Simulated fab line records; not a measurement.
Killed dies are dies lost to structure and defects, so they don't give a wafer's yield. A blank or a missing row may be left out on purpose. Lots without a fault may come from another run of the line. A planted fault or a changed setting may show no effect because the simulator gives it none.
The tool behind it: which one? || flow sky130 || Sampling: 9 lots, 27 wafers, 4 of 708 route steps

== WHAT THE GAUGES READ, wafer by wafer ==
SKY_NWELL_RS_MEAS_31: measurement is done with a four-point probe. Usual: PWDE_RS 5274 ohm/sq, standard deviation 16.
{"lot": "L200", "measured": "day 5 10:34", "on": "filmMetro-04", "PWDE_RS (ohm/sq)": "5259 5278 5268", "flag": ""}
{"lot": "L201", "measured": "day 5 17:33", "on": "filmMetro-03", "PWDE_RS (ohm/sq)": "5286 5270 5283", "flag": ""}
{"lot": "L202", "measured": "day 5 21:26", "on": "filmMetro-03", "PWDE_RS (ohm/sq)": "5256 5270 5260", "flag": ""}
{"lot": "L203", "measured": "day 6 01:25", "on": "filmMetro-03", "PWDE_RS (ohm/sq)": "5279 5300 5283", "flag": ""}
{"lot": "L204", "measured": "day 6 05:15", "on": "filmMetro-03", "PWDE_RS (ohm/sq)": "5302 5278 5276", "flag": ""}
{"lot": "L205", "measured": "day 6 15:29", "on": "filmMetro-04", "PWDE_RS (ohm/sq)": "5273 5278 5261", "flag": ""}
{"lot": "L206", "measured": "day 6 20:20", "on": "filmMetro-03", "PWDE_RS (ohm/sq)": "5285 5272 5291", "flag": ""}
{"lot": "L216", "measured": "day 9 06:34", "on": "filmMetro-03", "PWDE_RS (ohm/sq)": "5271 5267 5253", "flag": ""}
{"lot": "L219", "measured": "day 9 22:04", "on": "filmMetro-03", "PWDE_RS (ohm/sq)": "5257 5272 5280", "flag": ""}

SKY_VT_ADJUST_HVTP_CD_MEAS_07: the cd target is 380 nm. Usual: cdNm 380.8 nm, standard deviation 2.4.
{"lot": "L200", "measured": "day 6 04:30", "on": "cdSem-02", "cdNm (nm)": "380.0 379.9 380.6", "flag": ""}
{"lot": "L201", "measured": "day 6 11:23", "on": "cdSem-02", "cdNm (nm)": "382.7 381.8 380.8", "flag": ""}
{"lot": "L202", "measured": "day 6 16:05", "on": "cdSem-02", "cdNm (nm)": "380.9 381.4 384.5", "flag": ""}
{"lot": "L203", "measured": "day 6 20:14", "on": "cdSem-02", "cdNm (nm)": "380.7 379.5 381.0", "flag": ""}
{"lot": "L204", "measured": "day 6 23:40", "on": "cdSem-02", "cdNm (nm)": "380.5 380.9 381.8", "flag": ""}
{"lot": "L205", "measured": "day 7 10:44", "on": "cdSem-01", "cdNm (nm)": "386.0 385.0 382.7", "flag": ""}
{"lot": "L206", "measured": "day 7 15:02", "on": "cdSem-01", "cdNm (nm)": "379.9 380.3 381.4", "flag": ""}
{"lot": "L216", "measured": "day 10 03:38", "on": "cdSem-01", "cdNm (nm)": "382.6 383.1 384.7", "flag": ""}
{"lot": "L219", "measured": "day 10 20:23", "on": "cdSem-02", "cdNm (nm)": "380.3 379.6 381.8", "flag": ""}

== WHICH TOOL RAN EACH LOT (tool, then ch and the chambers of the sampled wafers, then the start) ==
{"lot": "L200", "SKY_FIELD_ISO_CMP_27": "cmp-01 ch 0,1, day 2 11:50", "SKY_NWELL_STRIP_25": "plasmaAsher-02 ch 0,1, day 5 10:00"}
{"lot": "L201", "SKY_FIELD_ISO_CMP_27": "cmp-01 ch 1,2,3, day 2 18:38", "SKY_NWELL_STRIP_25": "plasmaAsher-02 ch 0,1, day 5 17:00"}
{"lot": "L202", "SKY_FIELD_ISO_CMP_27": "cmp-02 ch 0,1,3, day 2 21:30", "SKY_NWELL_STRIP_25": "plasmaAsher-04 ch 0,1, day 5 20:52"}
{"lot": "L203", "SKY_FIELD_ISO_CMP_27": "cmp-02 ch 1,2,3, day 3 03:01", "SKY_NWELL_STRIP_25": "plasmaAsher-01 ch 1, day 6 00:51"}
{"lot": "L204", "SKY_FIELD_ISO_CMP_27": "cmp-02 ch 1,2,3, day 3 05:56", "SKY_NWELL_STRIP_25": "plasmaAsher-02 ch 0,1, day 6 04:42"}
{"lot": "L205", "SKY_FIELD_ISO_CMP_27": "cmp-01 ch 0,1,2, day 3 11:44", "SKY_NWELL_STRIP_25": "plasmaAsher-02 ch 0,1, day 6 14:54"}
{"lot": "L206", "SKY_FIELD_ISO_CMP_27": "cmp-01 ch 1,3, day 3 18:31", "SKY_NWELL_STRIP_25": "plasmaAsher-02 ch 0,1, day 6 19:47"}
{"lot": "L216", "SKY_FIELD_ISO_CMP_27": "cmp-01 ch 0,1,2, day 5 20:28", "SKY_NWELL_STRIP_25": "plasmaAsher-02 ch 0,1, day 9 06:01"}
{"lot": "L219", "SKY_FIELD_ISO_CMP_27": "cmp-02 ch 1,2, day 6 11:07", "SKY_NWELL_STRIP_25": "plasmaAsher-02 ch 0,1, day 9 21:30"}
- SKY_FIELD_ISO_CMP_27: polishes, stops on Si3N4, t overpolish 16 s, target thk 457.8 nm.
- SKY_NWELL_STRIP_25: strips in O2/N2.

== WHAT THE TOOLS THEMSELVES READ (means of the sampled wafers that have a number; where no wafer has one, the mark that the record gives instead) ==
SKY_FIELD_ISO_CMP_27. Usual: motorCurrentA 12.0 A, standard deviation 1.1; overpolishRunS 15.999 s, standard deviation 0.0093; platenRpm 60.01 rpm, standard deviation 0.035; slurryFlowMlMin 149.9, standard deviation 0.43; timeToEndpointS 111 s, standard deviation 3.2.
{"lot": "L200", "tool": "cmp-01", "motorCurrentA (A)": 11.1, "overpolishRunS (s)": 16.000, "platenRpm (rpm)": 59.98, "slurryFlowMlMin": 150.1, "timeToEndpointS (s)": 112, "flag": ""}
{"lot": "L201", "tool": "cmp-01", "motorCurrentA (A)": 12.3, "overpolishRunS (s)": 16.001, "platenRpm (rpm)": 59.98, "slurryFlowMlMin": 149.7, "timeToEndpointS (s)": 114, "flag": ""}
{"lot": "L202", "tool": "cmp-02", "motorCurrentA (A)": 11.8, "overpolishRunS (s)": 16.002, "platenRpm (rpm)": 60.00, "slurryFlowMlMin": 149.7, "timeToEndpointS (s)": 106, "flag": ""}
{"lot": "L203", "tool": "cmp-02", "motorCurrentA (A)": 11.9, "overpolishRunS (s)": 16.005, "platenRpm (rpm)": 60.00, "slurryFlowMlMin": 149.7, "timeToEndpointS (s)": 108, "flag": ""}
{"lot": "L204", "tool": "cmp-02", "motorCurrentA (A)": 12.0, "overpolishRunS (s)": 15.996, "platenRpm (rpm)": 60.02, "slurryFlowMlMin": 149.4, "timeToEndpointS (s)": 109, "flag": ""}
{"lot": "L205", "tool": "cmp-01", "motorCurrentA (A)": 11.6, "overpolishRunS (s)": 16.010, "platenRpm (rpm)": 60.04, "slurryFlowMlMin": 150.1, "timeToEndpointS (s)": 110, "flag": ""}
{"lot": "L206", "tool": "cmp-01", "motorCurrentA (A)": 13.1, "overpolishRunS (s)": 15.998, "platenRpm (rpm)": 60.04, "slurryFlowMlMin": 149.9, "timeToEndpointS (s)": 115, "flag": ""}
{"lot": "L216", "tool": "cmp-01", "motorCurrentA (A)": 11.5, "overpolishRunS (s)": 15.993, "platenRpm (rpm)": 59.99, "slurryFlowMlMin": 150.2, "timeToEndpointS (s)": 91, "flag": "OFF"}
{"lot": "L219", "tool": "cmp-02", "motorCurrentA (A)": 12.1, "overpolishRunS (s)": 16.001, "platenRpm (rpm)": 59.99, "slurryFlowMlMin": 149.4, "timeToEndpointS (s)": 107, "flag": ""}

SKY_NWELL_STRIP_25. Usual: drypumpMotorCurrentA 5.7 A, standard deviation 0.57; n2FlowSccm 300.0 sccm, standard deviation 0.84; oesProductAu 0.723 a.u., standard deviation 0.0048; stripTimeToEndpointS 36.89 s, standard deviation 0.13.
{"lot": "L200", "tool": "plasmaAsher-02", "drypumpMotorCurrentA (A)": 5.5, "n2FlowSccm (sccm)": 300.3, "oesProductAu (a.u.)": 0.721, "stripTimeToEndpointS (s)": 36.60, "flag": ""}
{"lot": "L201", "tool": "plasmaAsher-02", "drypumpMotorCurrentA (A)": 5.5, "n2FlowSccm (sccm)": 299.4, "oesProductAu (a.u.)": 0.720, "stripTimeToEndpointS (s)": 36.95, "flag": ""}
{"lot": "L202", "tool": "plasmaAsher-04", "drypumpMotorCurrentA (A)": 5.9, "n2FlowSccm (sccm)": 299.8, "oesProductAu (a.u.)": 0.726, "stripTimeToEndpointS (s)": 36.86, "flag": ""}
{"lot": "L203", "tool": "plasmaAsher-01", "drypumpMotorCurrentA (A)": 5.2, "n2FlowSccm (sccm)": 301.2, "oesProductAu (a.u.)": 0.725, "stripTimeToEndpointS (s)": 36.79, "flag": ""}
{"lot": "L204", "tool": "plasmaAsher-02", "drypumpMotorCurrentA (A)": 5.5, "n2FlowSccm (sccm)": 301.1, "oesProductAu (a.u.)": 0.722, "stripTimeToEndpointS (s)": 36.91, "flag": ""}
{"lot": "L205", "tool": "plasmaAsher-02", "drypumpMotorCurrentA (A)": 5.5, "n2FlowSccm (sccm)": 299.9, "oesProductAu (a.u.)": 0.716, "stripTimeToEndpointS (s)": 37.06, "flag": ""}
{"lot": "L206", "tool": "plasmaAsher-02", "drypumpMotorCurrentA (A)": 6.0, "n2FlowSccm (sccm)": 300.5, "oesProductAu (a.u.)": 0.722, "stripTimeToEndpointS (s)": 36.95, "flag": ""}
{"lot": "L216", "tool": "plasmaAsher-02", "drypumpMotorCurrentA (A)": 5.5, "n2FlowSccm (sccm)": 299.6, "oesProductAu (a.u.)": 0.728, "stripTimeToEndpointS (s)": 36.85, "flag": ""}
{"lot": "L219", "tool": "plasmaAsher-02", "drypumpMotorCurrentA (A)": 6.0, "n2FlowSccm (sccm)": 300.2, "oesProductAu (a.u.)": 0.722, "stripTimeToEndpointS (s)": 36.85, "flag": ""}

== THE ANSWER, worked out from the rows above alone ==
Rule: a lot is off if the mean of its wafers that have a number lies more than 3 standard deviations from the usual mean. Also off: a lot with no number at a reading for which 4 or more lots have one. Any other lot the step has rows for is counted as sound. Order of review: gauges by route order, followed by the tools' own readings, for which a lot's mean as printed above is used. The first step at which some lot is off is used, and at that step the reading that is off furthest; a lot without a number counts as furthest.
Off, at SKY_FIELD_ISO_CMP_27 on timeToEndpointS: L216.
A tool fits if, at that step or a process step before it, it ran every lot that is off, and no sound lot after the first of them. One fits: SKY_FIELD_ISO_CMP_27 on cmp-01. A fault onset in the window from L206 (day 3 18:31, its last sound lot) to L216 (day 5 20:28, its first lot off) fits.
The tool's own readings at SKY_FIELD_ISO_CMP_27 bear it out: on the lots that are off they differ by more than 5 times the standard deviation of the sound lots' means. timeToEndpointS reads 91 s there against 110 s on the sound lots.

== WHAT WAS PUT IN BY THE SIMULATOR ==
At SKY_FIELD_ISO_CMP_27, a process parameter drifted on cmp-01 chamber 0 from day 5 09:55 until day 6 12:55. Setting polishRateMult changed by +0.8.
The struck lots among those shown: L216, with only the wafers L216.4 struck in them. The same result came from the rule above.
